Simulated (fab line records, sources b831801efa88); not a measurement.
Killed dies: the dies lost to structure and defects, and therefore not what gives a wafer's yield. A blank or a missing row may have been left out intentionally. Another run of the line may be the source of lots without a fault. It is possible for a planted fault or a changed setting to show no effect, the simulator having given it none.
Which tool is to blame? + flow sky130 + at 1 step of a route of 708, 13 lots with 39 wafers sampled

== WHAT EACH GAUGE READ, for each wafer ==
SKY_METAL2_CD_MEAS_15: the cd target is 140 nm.
| lot  | measured     | on        | cd nm (nm)        |
|------|--------------|-----------|-------------------|
| L552 | day 34 23:52 | cd sem-01 | 136.9 138.7 137.6 |
| L553 | day 35 09:20 | cd sem-02 | 140.4 138.4 139.9 |
| L554 | day 35 12:16 | cd sem-01 | 140.7 141.4 140.5 |
| L556 | day 36 07:08 | cd sem-02 | 138.0 137.4 137.2 |
| L557 | day 36 09:08 | cd sem-02 | 138.5 138.1 138.6 |
| L561 | day 38 06:53 | cd sem-02 | 141.4 142.8 141.8 |
| L562 | day 38 15:10 | cd sem-02 | 142.3 142.8 143.5 |
| L564 | day 38 20:25 | cd sem-01 | 136.7 137.6 137.6 |
| L569 | day 40 12:20 | cd sem-01 | 140.4 140.4 140.1 |
| L572 | day 41 03:14 | cd sem-01 | 139.5 140.5 140.3 |
| L573 | day 41 10:35 | cd sem-02 | 142.6 142.9 143.1 |
| L574 | day 41 15:23 | cd sem-02 | 141.6 140.4 141.1 |
| L575 | day 42 01:34 | cd sem-01 | 141.7 141.4 141.8 |

== WHICH TOOL RAN EACH LOT (tool, then ch and the chambers of the sampled wafers, then the start) ==
Record: no process step prior to these readings.

== WHAT THE TOOLS THEMSELVES READ (means of the sampled wafers that have a number; where no wafer has one, the mark that the record gives instead) ==
The record holds no such reading with a usual standard deviation.

== THE ANSWER, worked out from the rows above alone ==
Rule: the usual values come from the lots themselves. The widest of any qualifying gaps counts: lots, ordered by their means at a reading, are off when they make up no more than a third of the lots, leave a main group of 4 or more, and stand apart from it by 3 or more times the standard deviation of that group's means. If all means in a main group match to the digits the tables above print for the reading, that group is not used. Also off: a lot with no number at a reading for which 4 or more lots have one. Where the step has rows for the other lots, those lots are counted as sound. The gauges are gone through in route order, then the tools' own readings, and for those a lot's mean is taken as printed above. At the first step where some lot is off, the reading lying furthest off is the one used; lots without a number count as furthest.
No lot is off on any of the readings shown, so nothing can be concluded from this.

== WHAT WAS PUT IN BY THE SIMULATOR ==
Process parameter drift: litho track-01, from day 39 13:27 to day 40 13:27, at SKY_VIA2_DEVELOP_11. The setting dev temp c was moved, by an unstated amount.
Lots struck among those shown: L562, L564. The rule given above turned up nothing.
